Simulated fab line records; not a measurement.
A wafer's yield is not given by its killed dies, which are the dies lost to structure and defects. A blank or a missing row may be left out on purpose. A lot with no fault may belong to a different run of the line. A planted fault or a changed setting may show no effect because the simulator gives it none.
fab line records	flow sky130
record: lots: 6	wafers: 18	last_day: 50
route steps=708 shown SD_P@327 RES_XHIGH@332 SD_N@342 SALICIDE@361 PAD_OPEN@708
lots with no fault: from the same line, run without faults
start_h: hours from the record's opening day to when the first of the lot's shown wafers began	wait_h: hours elapsed since this lot's preceding step	" same as the row above	L1.1+2: several wafers, shown together as one row	- no value present, or no start provided	* or withheld: withheld	< > ~ a bound
route shown NAME@n: a module of which the file shows steps, and the number in the route of the first	usual: the fault-free wafers' mean and standard deviation	same: alike in all rows	chamber/n: place in a boat	sites: readings site by site	_std_site: their standard deviation	_edge_site: outer sites' mean less inner sites'	radius_mm: how far each site lies from the wafer's centre	mask NAME#n: copy n	behind: tool/chamber where the wafer was last shaped	hold: reason for holding the lot/hours on hold/outcome of the hold	device: whichever transistor did not switch (one of n, p or np)	end of line: the route-end tests of the same wafers	where a step has no rows: the recipe by itself	killed: dies that structure and defects cost at the first sort, which is not the same as the wafer's yield	map: shows each die of a wafer: x if killed, . if not, _ if none is there
set.NAME: the setting the step ran with; set.NAME@STEP: the setting that earlier step ran with	model.NAME: the simulator's own value behind a step, which no gauge read
lots seen at some steps along the route; tables by step, rows by wafer
services: the hour from which a tool's chamber was out of use, counted from the record's first day as start_h (under 0 if before that day), plus the number of hours and why
== steps ==
step: SKY_SD_P_CD_MEAS_07
recipe: target_cd_nm: 380
usual: cd_nm: 379/3.2
lot.wafer	tool	chamber	start_h	wait_h	cd_nm
L998.2	cd_sem-02	-	626.35	0.1	379
L998.3	"	-	"	"	381
L998.4	"	-	"	"	381
L103.1	cd_sem-01	-	663.80	0.1	385
L103.2	"	-	"	"	384
L103.4	"	-	"	"	386
L113.1	cd_sem-02	-	775.09	0.1	371
L113.2	"	-	"	"	373
L113.3	"	-	"	"	372
L115.2	cd_sem-02	-	776.87	0.1	382
L115.4	"	-	"	"	382
L115.6	"	-	"	"	381
L116.1	cd_sem-01	-	777.18	0.1	379
L116.4	"	-	"	"	378
L116.5	"	-	"	"	380
L117.1	cd_sem-02	-	782.05	0.1	381
L117.2	"	-	"	"	379
L117.3	"	-	"	"	377
step: SKY_SD_P_OVL_MEAS_08
usual: SD_P_OVL: -0.2/1.4
lot.wafer	tool	chamber	start_h	wait_h	SD_P_OVL[nm]
L998.2	overlay-01	-	626.46	0.1	-0.4
L998.3	"	-	"	"	-0.2
L998.4	"	-	"	"	-1.1
L103.1	overlay-02	-	663.92	0.1	2.5
L103.2	"	-	"	"	3.3
L103.4	"	-	"	"	1.8
L113.1	overlay-01	-	775.21	0.1	0.6
L113.2	"	-	"	"	-0.3
L113.3	"	-	"	"	0.7
L115.2	overlay-02	-	776.97	0.1	-1.9
L115.4	"	-	"	"	-3.0
L115.6	"	-	"	"	-0.9
L116.1	overlay-01	-	777.30	0.1	-1.0
L116.4	"	-	"	"	-1.3
L116.5	"	-	"	"	1.3
L117.1	overlay-02	-	782.17	0.1	0.7
L117.2	"	-	"	"	0.9
L117.3	"	-	"	"	-1.4
step: SKY_SD_P_IMPLANT_09
recipe: species: BF2	energy_kev: 19.84	dose_cm2: 3e+15	tilt_deg: 0
step: SKY_SD_P_STRIP_10
recipe: chemistry: O2/N2	power_w: 1400	pressure_mtorr: 1500	platen_temp_c: withheld	o2_flow_sccm: 3000	n2_flow_sccm: 300	overash_fraction: 0.5
usual: drypump_motor_current_A: 5.8/0.39	oes_product_au: 0.618/0.0045	strip_time_to_endpoint_s: 17.47/0.044
lot.wafer	tool	chamber	start_h	wait_h	drypump_motor_current_A	oes_product_au	rf_hours_counter_h	strip_time_to_endpoint_s
L998.2	plasma_asher-02	1	626.64	0.1	5.8	0.618	94	17.53
L998.3	"	0	"	"	6.0	0.620	-	17.52
L998.4	"	1	"	"	5.7	0.622	-	17.51
L103.1	plasma_asher-03	1	664.10	0.1	6.1	0.615	22	17.44
L103.2	"	0	"	"	5.0	0.614	22	17.45
L103.4	"	0	"	"	5.0	0.618	-	17.47
L113.1	plasma_asher-03	0	775.40	0.1	4.9	0.611	33	17.50
L113.2	"	1	"	"	6.1	0.618	33	17.51
L113.3	"	0	"	"	5.0	0.620	-	17.52
L115.2	plasma_asher-01	1	777.15	0.1	5.7	0.626	93	17.50
L115.4	"	0	"	"	6.1	0.617	-	17.47
L115.6	"	0	"	"	6.1	0.623	-	17.53
L116.1	plasma_asher-03	0	777.49	0.1	5.0	0.615	34	17.47
L116.4	"	1	"	"	6.1	0.619	-	17.47
L116.5	"	0	"	"	5.0	0.623	-	17.46
L117.1	plasma_asher-02	0	782.35	0.1	6.1	0.617	4	17.45
L117.2	"	1	"	"	5.8	0.623	4	17.48
L117.3	"	0	"	"	6.0	0.613	-	17.48
step: SKY_SD_P_TW_MEAS_11
usual: SD_P_TW: 2849/30
lot.wafer	tool	chamber	start_h	wait_h	SD_P_TW
L998.2	film_metro-02	-	626.75	0.1	2883
L998.3	"	-	"	"	2867
L998.4	"	-	"	"	2881
L103.1	film_metro-01	-	664.20	0.1	2825
L103.2	"	-	"	"	2809
L103.4	"	-	"	"	2814
L113.1	film_metro-02	-	775.50	0.1	2894
L113.2	"	-	"	"	2869
L113.3	"	-	"	"	2875
L115.2	film_metro-03	-	777.26	0.1	2867
L115.4	"	-	"	"	2845
L115.6	"	-	"	"	2849
L116.1	film_metro-03	-	777.59	0.1	2862
L116.4	"	-	"	"	2846
L116.5	"	-	"	"	2865
L117.1	film_metro-03	-	782.45	0.1	2850
L117.2	"	-	"	"	2861
L117.3	"	-	"	"	2848
step: SKY_RES_XHIGH_DEHYDRATE_00
recipe: temp_c: 200	time_s: 60
step: SKY_RES_XHIGH_HMDS_01
recipe: prime_time_s: 60	prime_temp_c: 120
step: SKY_RES_XHIGH_COAT_02
recipe: resist: NOVOLAK	spin_rpm: 3000	resist_thk_nm: 1140
step: SKY_RES_XHIGH_SOFTBAKE_03
recipe: temp_c: 90	time_s: 60	resist: NOVOLAK
step: SKY_RES_XHIGH_EXPOSE_04
recipe: mask_id: URPM	na: 0.6	source_shape: conventional	sigma_outer: 0.6	polarization: unpolarized	target_cd_nm: 1270	dose_mj: 140
step: SKY_RES_XHIGH_PEB_05
recipe: temp_c: withheld	time_s: *	resist: NOVOLAK
step: SKY_RES_XHIGH_DEVELOP_06
recipe: resist: NOVOLAK	developer: TMAH	develop_time_s: 60	dev_temp_c: 23
step: SKY_RES_XHIGH_IMPLANT_07
recipe: species: BF2	energy_kev: 20.1	dose_cm2: 3.6e+14	tilt_deg: 0
usual: beam_on_s: 43/6.7	dose_ions_cm2: 3.6e+14/4.4e+11
lot.wafer	tool	chamber	start_h	wait_h	beam_on_s	dose_ions_cm2
L998.2	implanter-03	0	655.52	0.1	35	3.594e+14
L998.3	"	0	"	"	35	3.591e+14
L998.4	"	0	"	"	34	3.605e+14
L103.1	implanter-02	0	691.98	0.2	44	3.599e+14
L103.2	"	0	"	"	44	3.599e+14
L103.4	"	0	"	"	44	3.6e+14
L113.1	implanter-03	0	799.59	0.1	10	8.62e+13
L113.2	"	0	"	"	10	8.63e+13
L113.3	"	0	"	"	10	8.55e+13
L115.2	implanter-03	0	801.96	0.1	10	8.58e+13
L115.4	"	0	"	"	10	8.59e+13
L115.6	"	0	"	"	10	8.59e+13
L116.1	implanter-04	0	802.44	0.1	51	3.598e+14
L116.4	"	0	"	"	52	3.599e+14
L116.5	"	0	"	"	50	3.596e+14
L117.1	implanter-02	0	806.85	0.1	45	3.606e+14
L117.2	"	0	"	"	46	3.597e+14
L117.3	"	0	"	"	46	3.599e+14
step: SKY_RES_XHIGH_STRIP_08
recipe: chemistry: O2/N2	power_w: 1400	pressure_mtorr: 1500	platen_temp_c: withheld	o2_flow_sccm: 3000	n2_flow_sccm: 300	overash_fraction: 0.5
usual: drypump_motor_current_A: 5.8/0.44	oes_product_au: 0.711/0.005	strip_time_to_endpoint_s: 14.28/0.044
lot.wafer	tool	chamber	start_h	wait_h	drypump_motor_current_A	oes_product_au	rf_hours_counter_h	strip_time_to_endpoint_s
L998.2	plasma_asher-04	0	655.65	0.1	6.3	0.711	53	14.27
L998.3	"	0	"	"	6.3	0.713	-	14.25
L998.4	"	1	"	"	5.8	0.710	-	14.27
L103.1	plasma_asher-04	1	692.13	0.1	5.8	0.720	57	14.23
L103.2	"	0	"	"	6.3	0.707	57	14.28
L103.4	"	1	"	"	5.8	0.702	-	14.24
L113.1	plasma_asher-04	1	799.74	0.1	5.8	0.712	68	14.18
L113.2	"	0	"	"	6.3	0.722	68	14.20
L113.3	"	0	"	"	6.3	0.715	-	14.21
L115.2	plasma_asher-02	1	802.09	0.1	5.8	0.715	6	14.20
L115.4	"	0	"	"	6.0	0.716	-	14.22
L115.6	"	1	"	"	5.7	0.720	-	14.17
L116.1	plasma_asher-03	0	802.59	0.1	5.0	0.698	36	14.30
L116.4	"	0	"	"	5.0	0.705	-	14.28
L116.5	"	1	"	"	6.1	0.706	-	14.30
L117.1	plasma_asher-03	1	807.00	0.1	6.0	0.707	36	14.27
L117.2	"	0	"	"	4.9	0.708	36	14.26
L117.3	"	0	"	"	4.9	0.716	-	14.30
step: SKY_RES_XHIGH_TW_MEAS_09
usual: RES_XHIGH_TW: 1656/16
lot.wafer	tool	chamber	start_h	wait_h	RES_XHIGH_TW
L998.2	film_metro-03	-	655.76	0.1	1663
L998.3	"	-	"	"	1663
L998.4	"	-	"	"	1658
L103.1	film_metro-03	-	692.23	0.1	1655
L103.2	"	-	"	"	1661
L103.4	"	-	"	"	1657
L113.1	film_metro-03	-	799.84	0.1	1064
L113.2	"	-	"	"	1070
L113.3	"	-	"	"	1069
L115.2	film_metro-03	-	802.20	0.1	1059
L115.4	"	-	"	"	1068
L115.6	"	-	"	"	1069
L116.1	film_metro-01	-	802.69	0.1	1637
L116.4	"	-	"	"	1632
L116.5	"	-	"	"	1635
L117.1	film_metro-01	-	807.10	0.1	1642
L117.2	"	-	"	"	1641
L117.3	"	-	"	"	1641
step: SKY_SD_N_DEHYDRATE_00
recipe: temp_c: 200	time_s: 60
step: SKY_SD_N_HMDS_01
recipe: prime_time_s: 60	prime_temp_c: 120
step: SKY_SD_N_COAT_02
recipe: resist: NOVOLAK	spin_rpm: 3000	resist_thk_nm: 1140
step: SKY_SD_N_SOFTBAKE_03
recipe: temp_c: 90	time_s: 60	resist: NOVOLAK
step: SKY_SD_N_EXPOSE_04
recipe: mask_id: NSDM	na: 0.6	source_shape: conventional	sigma_outer: 0.6	polarization: unpolarized	target_cd_nm: 380	dose_mj: 141
step: SKY_SD_N_PEB_05
recipe: temp_c: withheld	time_s: *	resist: NOVOLAK
step: SKY_SD_N_DEVELOP_06
recipe: resist: NOVOLAK	developer: TMAH	develop_time_s: 60	dev_temp_c: 23
step: SKY_SD_N_CD_MEAS_07
recipe: target_cd_nm: 380
usual: cd_nm: 380.9/2.7
lot.wafer	tool	chamber	start_h	wait_h	cd_nm
L998.2	cd_sem-02	-	683.77	0.1	382.0
L998.3	"	-	"	"	379.4
L998.4	"	-	"	"	381.0
L103.1	cd_sem-01	-	718.10	0.1	383.1
L103.2	"	-	"	"	383.8
L103.4	"	-	"	"	385.4
L113.1	cd_sem-02	-	824.58	0.1	381.9
L113.2	"	-	"	"	383.8
L113.3	"	-	"	"	382.3
L115.2	cd_sem-01	-	827.76	0.1	379.8
L115.4	"	-	"	"	380.9
L115.6	"	-	"	"	380.7
L116.1	cd_sem-01	-	829.23	0.1	381.4
L116.4	"	-	"	"	382.2
L116.5	"	-	"	"	380.4
L117.1	cd_sem-02	-	832.20	0.1	381.4
L117.2	"	-	"	"	382.0
L117.3	"	-	"	"	382.0
step: SKY_SD_N_OVL_MEAS_08
usual: SD_N_OVL: -0.6/1.2
lot.wafer	tool	chamber	start_h	wait_h	SD_N_OVL[nm]
L998.2	overlay-01	-	683.87	0.1	-0.4
L998.3	"	-	"	"	-1.7
L998.4	"	-	"	"	0.2
L103.1	overlay-02	-	718.22	0.1	-1.0
L103.2	"	-	"	"	-2.5
L103.4	"	-	"	"	-2.1
L113.1	overlay-02	-	824.70	0.1	-2.0
L113.2	"	-	"	"	-2.1
L113.3	"	-	"	"	-2.7
L115.2	overlay-02	-	827.86	0.1	-1.3
L115.4	"	-	"	"	-1.6
L115.6	"	-	"	"	-0.9
L116.1	overlay-02	-	829.35	0.1	0.7
L116.4	"	-	"	"	-1.3
L116.5	"	-	"	"	-0.4
L117.1	overlay-01	-	832.32	0.1	-1.3
L117.2	"	-	"	"	-1.3
L117.3	"	-	"	"	-1.0
step: SKY_SD_N_IMPLANT_09
recipe: species: As	energy_kev: 50	dose_cm2: 4e+15	tilt_deg: 0
step: SKY_SD_N_IMPLANT_10
recipe: species: P	energy_kev: 20	dose_cm2: 1e+14	tilt_deg: 0
step: SKY_SD_N_STRIP_11
recipe: chemistry: O2/N2	power_w: 1400	pressure_mtorr: 1500	platen_temp_c: withheld	o2_flow_sccm: 3000	n2_flow_sccm: 300	overash_fraction: 0.5
usual: drypump_motor_current_A: 5.96/0.21	oes_product_au: 0.528/0.0051	strip_time_to_endpoint_s: 22.55/0.035
lot.wafer	tool	chamber	start_h	wait_h	drypump_motor_current_A	oes_product_au	rf_hours_counter_h	strip_time_to_endpoint_s
L998.2	plasma_asher-04	1	684.20	0.1	5.82	0.530	56	22.61
L998.3	"	1	"	"	5.80	0.530	-	22.56
L998.4	"	0	"	"	6.25	0.527	-	22.57
L103.1	plasma_asher-02	1	718.55	0.1	5.73	0.525	103	22.56
L103.2	"	0	"	"	6.05	0.528	103	22.55
L103.4	"	0	"	"	6.03	0.534	-	22.51
L113.1	plasma_asher-04	1	825.04	0.1	5.79	0.529	71	22.49
L113.2	"	0	"	"	6.24	0.528	71	22.50
L113.3	"	0	"	"	6.24	0.523	-	22.51
L115.2	plasma_asher-01	1	828.19	0.1	5.73	0.537	99	22.50
L115.4	"	1	"	"	5.69	0.525	-	22.51
L115.6	"	1	"	"	5.69	0.523	-	22.52
L116.1	plasma_asher-01	1	829.69	0.1	5.73	0.522	99	22.59
L116.4	"	0	"	"	6.10	0.531	-	22.53
L116.5	"	1	"	"	5.71	0.529	-	22.56
L117.1	plasma_asher-04	1	832.77	0.1	5.81	0.526	72	22.62
L117.2	"	0	"	"	6.27	0.519	72	22.57
L117.3	"	0	"	"	6.26	0.530	-	22.55
step: SKY_SD_N_TW_MEAS_12
usual: SD_N_TW: 4020/53
lot.wafer	tool	chamber	start_h	wait_h	SD_N_TW
L998.2	film_metro-01	-	684.31	0.1	3932
L998.3	"	-	"	"	3953
L998.4	"	-	"	"	3958
L103.1	film_metro-01	-	718.65	0.1	3980
L103.2	"	-	"	"	3962
L103.4	"	-	"	"	3980
L113.1	film_metro-01	-	825.14	0.1	3962
L113.2	"	-	"	"	3933
L113.3	"	-	"	"	3944
L115.2	film_metro-01	-	828.30	0.1	3955
L115.4	"	-	"	"	3973
L115.6	"	-	"	"	3956
L116.1	film_metro-02	-	829.79	0.1	4101
L116.4	"	-	"	"	4080
L116.5	"	-	"	"	4061
L117.1	film_metro-02	-	832.87	0.1	4066
L117.2	"	-	"	"	4071
L117.3	"	-	"	"	4079
step: SKY_SD_N_CLEAN_13
recipe: chemistry: SC1/SC2	mix: 1:4:20	temp_c: 70	time_s: 150	dry: n2_spin
step: SKY_SD_N_RTA_14
recipe: temp_c: 1075	time_s: 2	idle_temp_c: 650	ramp_up_c_per_s: 150	ramp_down_c_per_s: 90	ambient: N2
usual: lamp_power_pct: 15.73/0.052	wafer_temp_C_max: 1078.0/1.4
lot.wafer	tool	chamber	start_h	wait_h	lamp_power_pct	wafer_temp_C_max
L998.2	rtp_anneal-01	0	684.43	0.0	15.71	1076.5
L998.3	"	0	"	"	15.65	1081.0
L998.4	"	0	"	"	15.81	1079.1
L103.1	rtp_anneal-02	0	718.77	0.0	15.77	1076.6
L103.2	"	0	"	"	15.69	1077.5
L103.4	"	0	"	"	15.79	1079.3
L113.1	rtp_anneal-01	0	825.25	0.0	15.72	1079.2
L113.2	"	0	"	"	15.73	1078.4
L113.3	"	0	"	"	15.72	1077.5
L115.2	rtp_anneal-01	0	828.41	0.0	15.77	1080.1
L115.4	"	0	"	"	15.76	1077.5
L115.6	"	0	"	"	15.59	1074.9
L116.1	rtp_anneal-01	0	829.90	0.0	15.72	1076.5
L116.4	"	0	"	"	15.84	1077.4
L116.5	"	0	"	"	15.75	1078.7
L117.1	rtp_anneal-01	0	832.98	0.0	15.70	1076.2
L117.2	"	0	"	"	15.74	1081.5
L117.3	"	0	"	"	15.72	1077.1
step: SKY_SD_N_RS_MEAS_16
recipe: thk_meas_gauge: four-point-probe
usual: SD_N_RS: 68.58/0.13
lot.wafer	tool	chamber	start_h	wait_h	SD_N_RS[ohm/sq]
L998.2	film_metro-02	-	684.61	0.1	68.40
L998.3	"	-	"	"	68.49
L998.4	"	-	"	"	68.34
L103.1	film_metro-02	-	718.94	0.1	68.56
L103.2	"	-	"	"	68.55
L103.4	"	-	"	"	68.55
L113.1	film_metro-03	-	825.42	0.1	68.33
L113.2	"	-	"	"	68.74
L113.3	"	-	"	"	68.51
L115.2	film_metro-02	-	828.60	0.1	68.45
L115.4	"	-	"	"	68.35
L115.6	"	-	"	"	68.65
L116.1	film_metro-03	-	830.08	0.1	68.78
L116.4	"	-	"	"	68.63
L116.5	"	-	"	"	68.75
L117.1	film_metro-02	-	833.19	0.1	68.44
L117.2	"	-	"	"	68.48
L117.3	"	-	"	"	68.41
step: SKY_SD_N_RS_MEAS_17
recipe: thk_meas_gauge: four-point-probe
usual: SD_P_RS: 147.7/0.43
lot.wafer	tool	chamber	start_h	wait_h	SD_P_RS[ohm/sq]
L998.2	film_metro-02	-	684.73	0.1	147.6
L998.3	"	-	"	"	147.4
L998.4	"	-	"	"	147.2
L103.1	film_metro-02	-	719.06	0.1	147.6
L103.2	"	-	"	"	147.5
L103.4	"	-	"	"	147.0
L113.1	film_metro-03	-	825.54	0.1	147.2
L113.2	"	-	"	"	147.3
L113.3	"	-	"	"	146.9
L115.2	film_metro-02	-	828.72	0.1	147.1
L115.4	"	-	"	"	147.3
L115.6	"	-	"	"	147.4
L116.1	film_metro-03	-	830.20	0.1	148.6
L116.4	"	-	"	"	147.8
L116.5	"	-	"	"	148.1
L117.1	film_metro-02	-	833.31	0.1	147.8
L117.2	"	-	"	"	148.0
L117.3	"	-	"	"	147.5
step: SKY_SD_N_RS_MEAS_18
recipe: thk_meas_gauge: four-point-probe
usual: RES_XHIGH_RS: 332.8/1.2
lot.wafer	tool	chamber	start_h	wait_h	RES_XHIGH_RS[ohm/sq]
L998.2	film_metro-02	-	684.85	0.1	332.7
L998.3	"	-	"	"	334.4
L998.4	"	-	"	"	333.7
L103.1	film_metro-02	-	719.18	0.1	333.9
L103.2	"	-	"	"	333.4
L103.4	"	-	"	"	333.1
L113.1	film_metro-03	-	825.66	0.1	1040.7
L113.2	"	-	"	"	1039.4
L113.3	"	-	"	"	1040.7
L115.2	film_metro-02	-	828.84	0.1	1045.9
L115.4	"	-	"	"	1028.6
L115.6	"	-	"	"	1036.2
L116.1	film_metro-03	-	830.32	0.1	334.9
L116.4	"	-	"	"	333.8
L116.5	"	-	"	"	333.2
L117.1	film_metro-02	-	833.43	0.1	330.9
L117.2	"	-	"	"	330.1
L117.3	"	-	"	"	330.4
step: SKY_SALICIDE_CLEAN_00
recipe: chemistry: HF-last	time_s: 30	dilution: 100:1	dry: ipa_marangoni
step: SKY_PAD_OPEN_PROBE_99
usual: killed_at_M0_to_M3: 43/7.3	killed_at_M4_up: 3.1/1.7	killed_at_contacts: 24/4.7	killed_at_front_end: 15/4.6	killed_at_other: 0.3/0.55	killed_dies: 86/9.7	killed_open: 47/6.7	killed_short: 39/6.5
same: gross_dies: 492	killed_at_back_side: 0
lot.wafer	tool	chamber	start_h	wait_h	killed_at_M0_to_M3	killed_at_M4_up	killed_at_contacts	killed_at_front_end	killed_at_other	killed_dies	killed_open	killed_short	model.etest.res_xhigh_po.open
L998.2	prober-02	-	1099.42	0.1	43	3	27	16	0	89	53	36	0
L998.3	prober-02	-	1099.47	0.2	38	1	28	20	0	87	46	41	0
L998.4	prober-02	-	1099.52	0.2	43	1	16	14	0	74	43	31	0
L103.1	prober-02	-	1123.65	0.1	50	3	25	8	0	86	40	46	0
L103.2	prober-02	-	1123.70	0.1	45	3	27	16	1	92	49	43	0
L103.4	prober-02	-	1123.80	0.2	49	1	21	12	0	83	48	35	0
L113.1	prober-02	-	1195.26	0.1	32	2	18	15	0	67	36	31	1
L113.2	prober-02	-	1195.31	0.1	40	4	19	13	0	76	44	32	1
L113.3	prober-02	-	1195.36	0.2	45	3	31	10	1	90	48	42	1
L115.2	prober-01	-	1197.36	0.1	36	3	24	12	0	75	31	44	1
L115.4	prober-01	-	1197.46	0.2	46	0	21	24	1	92	53	39	1
L115.6	prober-01	-	1197.56	0.2	29	6	32	23	0	90	48	42	1
L116.1	prober-01	-	1200.17	0.1	36	4	32	17	0	89	47	42	0
L116.4	prober-01	-	1200.32	0.2	46	6	21	10	0	83	41	42	0
L116.5	prober-01	-	1200.37	0.2	45	3	25	9	0	82	45	37	0
L117.1	prober-02	-	1202.80	0.1	29	4	27	13	0	73	46	27	0
L117.2	prober-02	-	1202.85	0.1	53	0	26	17	1	97	49	48	0
L117.3	prober-02	-	1202.90	0.2	51	3	23	14	0	91	47	44	0
killed by level:class
L998.2 VIA1:geometric_particle:open=14 LI_CONTACT:geometric_particle:open=8 CONTACT:geometric_particle:open=8 VIA2:geometric_particle:open=8 FIELD_ISO:geometric_particle:open=6 LOCAL_INTERCONNECT:geometric_particle:short=6 VIA1:geometric_particle:short=6 METAL1:geometric_particle:short=4
L998.3 CONTACT:geometric_particle:open=10 VIA1:geometric_particle:open=7 LI_CONTACT:geometric_particle:open=6 FIELD_ISO:geometric_particle:open=5 POLY_GATE:geometric_particle:short=5 VIA1:geometric_particle:short=5 METAL2:geometric_particle:short=5 METAL1:geometric_particle:short=5
L998.4 VIA3:geometric_particle:open=7 VIA1:geometric_particle:open=7 VIA2:geometric_particle:open=6 METAL2:geometric_particle:short=6 LI_CONTACT:geometric_particle:open=5 METAL1:geometric_particle:open=5 METAL1:geometric_particle:short=4 CONTACT:geometric_particle:short=4
L103.1 METAL1:geometric_particle:short=12 CONTACT:geometric_particle:open=9 VIA1:geometric_particle:open=8 VIA1:geometric_particle:short=7 LOCAL_INTERCONNECT:geometric_particle:short=6 LI_CONTACT:geometric_particle:open=5 VIA2:geometric_particle:open=5 VIA3:geometric_particle:open=5
L103.2 CONTACT:geometric_particle:open=10 CONTACT:geometric_particle:short=7 METAL1:geometric_particle:short=7 VIA1:geometric_particle:short=7 VIA1:geometric_particle:open=6 LI_CONTACT:geometric_particle:open=5 VIA3:geometric_particle:short=5 FIELD_ISO:geometric_particle:open=4
L103.4 VIA1:geometric_particle:open=14 POLY_GATE:geometric_particle:open=8 CONTACT:geometric_particle:open=8 METAL2:geometric_particle:open=6 LOCAL_INTERCONNECT:geometric_particle:short=5 METAL1:geometric_particle:short=5 LI_CONTACT:geometric_particle:short=4 VIA3:geometric_particle:open=4
L113.1 CONTACT:geometric_particle:open=7 LI_CONTACT:geometric_particle:open=6 METAL1:geometric_particle:short=6 FIELD_ISO:geometric_particle:short=5 VIA1:geometric_particle:open=5 FIELD_ISO:geometric_particle:open=4 VIA1:geometric_particle:short=4 VIA3:geometric_particle:open=4
L113.2 CONTACT:geometric_particle:open=11 VIA1:geometric_particle:open=9 METAL2:geometric_particle:short=7 METAL1:geometric_particle:short=6 VIA3:geometric_particle:open=5 FIELD_ISO:geometric_particle:open=4 FIELD_ISO:geometric_particle:short=4 LI_CONTACT:geometric_particle:open=4
L113.3 CONTACT:geometric_particle:open=11 VIA2:geometric_particle:open=9 VIA1:geometric_particle:open=9 FIELD_ISO:geometric_particle:short=5 VIA3:geometric_particle:open=5 LI_CONTACT:geometric_particle:open=5 LOCAL_INTERCONNECT:geometric_particle:short=5 VIA1:geometric_particle:short=5
L115.2 LOCAL_INTERCONNECT:geometric_particle:short=12 VIA1:geometric_particle:open=9 VIA1:geometric_particle:short=6 CONTACT:geometric_particle:open=5 VIA2:geometric_particle:open=4 METAL1:geometric_particle:short=4 VIA3:geometric_particle:open=4 POLY_GATE:geometric_particle:open=3
L115.4 VIA1:geometric_particle:open=12 LI_CONTACT:geometric_particle:open=9 VIA2:geometric_particle:open=8 POLY_GATE:geometric_particle:short=7 METAL2:geometric_particle:short=6 CONTACT:geometric_particle:open=5 VIA3:geometric_particle:open=5 FIELD_ISO:geometric_particle:short=4
L115.6 CONTACT:geometric_particle:open=10 VIA1:geometric_particle:open=8 FIELD_ISO:geometric_particle:open=7 LI_CONTACT:geometric_particle:open=7 LOCAL_INTERCONNECT:geometric_particle:short=7 FIELD_ISO:geometric_particle:short=5 CONTACT:geometric_particle:short=5 POLY_GATE:geometric_particle:open=4
L116.1 CONTACT:geometric_particle:open=18 VIA1:geometric_particle:open=9 METAL1:geometric_particle:short=7 CONTACT:geometric_particle:short=6 LI_CONTACT:geometric_particle:open=5 METAL2:geometric_particle:short=5 VIA2:geometric_particle:short=5 FIELD_ISO:geometric_particle:short=4
L116.4 VIA1:geometric_particle:open=15 VIA2:geometric_particle:short=9 LOCAL_INTERCONNECT:geometric_particle:short=6 CONTACT:geometric_particle:open=6 METAL2:geometric_particle:short=6 VIA3:geometric_particle:open=6 POLY_GATE:geometric_particle:short=5 METAL1:geometric_particle:short=4
L116.5 VIA1:geometric_particle:open=12 CONTACT:geometric_particle:open=9 VIA2:geometric_particle:open=9 LOCAL_INTERCONNECT:geometric_particle:short=7 VIA1:geometric_particle:short=7 LI_CONTACT:geometric_particle:open=5 VIA3:geometric_particle:open=5 METAL1:geometric_particle:short=4
L117.1 CONTACT:geometric_particle:open=14 VIA2:geometric_particle:open=9 LI_CONTACT:geometric_particle:open=5 VIA1:geometric_particle:open=5 FIELD_ISO:geometric_particle:short=4 METAL1:geometric_particle:open=4 METAL4:geometric_particle:short=4 FIELD_ISO:geometric_particle:open=3
L117.2 METAL2:geometric_particle:short=11 CONTACT:geometric_particle:open=9 VIA1:geometric_particle:open=9 VIA2:geometric_particle:open=8 VIA3:geometric_particle:open=8 SPACER:geometric_particle:short=6 LI_CONTACT:geometric_particle:open=6 POLY_GATE:geometric_particle:open=5
L117.3 VIA1:geometric_particle:open=14 CONTACT:geometric_particle:open=9 METAL2:geometric_particle:short=8 FIELD_ISO:geometric_particle:open=7 METAL1:geometric_particle:short=7 VIA2:geometric_particle:open=7 LI_CONTACT:geometric_particle:short=5 LI_CONTACT:geometric_particle:open=5
== services ==
tool	chamber	start_h	hours	kind
implanter-02	-	617.20	2.2	repair
implanter-02	-	624.29	1.6	repair
plasma_asher-03	-	634.02	1.8	repair
implanter-02	-	652.27	4.1	pm
implanter-02	-	684.65	3.9	pm
implanter-04	-	689.33	2.6	repair
implanter-04	-	697.89	7.5	pm
implanter-03	-	708.26	1.8	repair
plasma_asher-02	-	733.75	9.0	pm
plasma_asher-02	0	733.75	9.0	vent_cycle
plasma_asher-02	1	733.75	9.0	vent_cycle
plasma_asher-03	-	734.14	3.5	repair
plasma_asher-04	-	739.09	2.0	repair
plasma_asher-02	0	742.75	-	clean
plasma_asher-02	1	742.75	-	clean
plasma_asher-02	-	744.18	2.7	repair
plasma_asher-01	-	749.83	0.6	repair
implanter-02	-	761.84	2.0	repair
implanter-04	-	807.26	0.8	repair
plasma_asher-03	-	814.14	14.6	pm
rtp_anneal-02	-	815.82	43.7	pm
plasma_asher-01	-	823.15	2.8	pm
implanter-02	-	825.90	20.5	repair
implanter-03	-	828.00	2.7	repair
== key ==
first_sign: step: SKY_RES_XHIGH_IMPLANT_07	reading: dose_ions_cm2	direction: down	sigmas: 99+	usual: *	struck: *
effect: step: SKY_RES_XHIGH_IMPLANT_07	reading: beam_on_s	direction: down	sigmas: 4.9	usual: 43	struck: 10
effect: step: SKY_RES_XHIGH_TW_MEAS_09	reading: RES_XHIGH_TW	direction: down	sigmas: 37	usual: 1656	struck: 1066
effect: step: SKY_SD_N_RS_MEAS_18	reading: RES_XHIGH_RS	direction: up	sigmas: 99+	usual: 332.8	struck: 1038.6
model_effect: step: SKY_PAD_OPEN_PROBE_99	value: etest.res_xhigh_po.open	without: 0	struck: 1
met_at SKY_RES_XHIGH_IMPLANT_07
struck_wafers L113.1,L113.2,L113.3,L115.2,L115.4,L115.6
tester_left_out L113,L115
onset_between 655.52 799.59
fault: kind: process_parameter_drift	tool: implanter-03	chamber: -	onset_h: 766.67	steps: SKY_RES_XHIGH_IMPLANT_07	channel: dose_cm2	offset: *	shape: step	end_h: 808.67	acts_in: *	stated: *
tester_left_out: of these lots the tester's yield and bins aren't shown, on N5 and GAA mostly nor the transistor test; their killed dies are dies lost to structure and defects alone, not to doping, threshold or leakage, so they don't give the yield
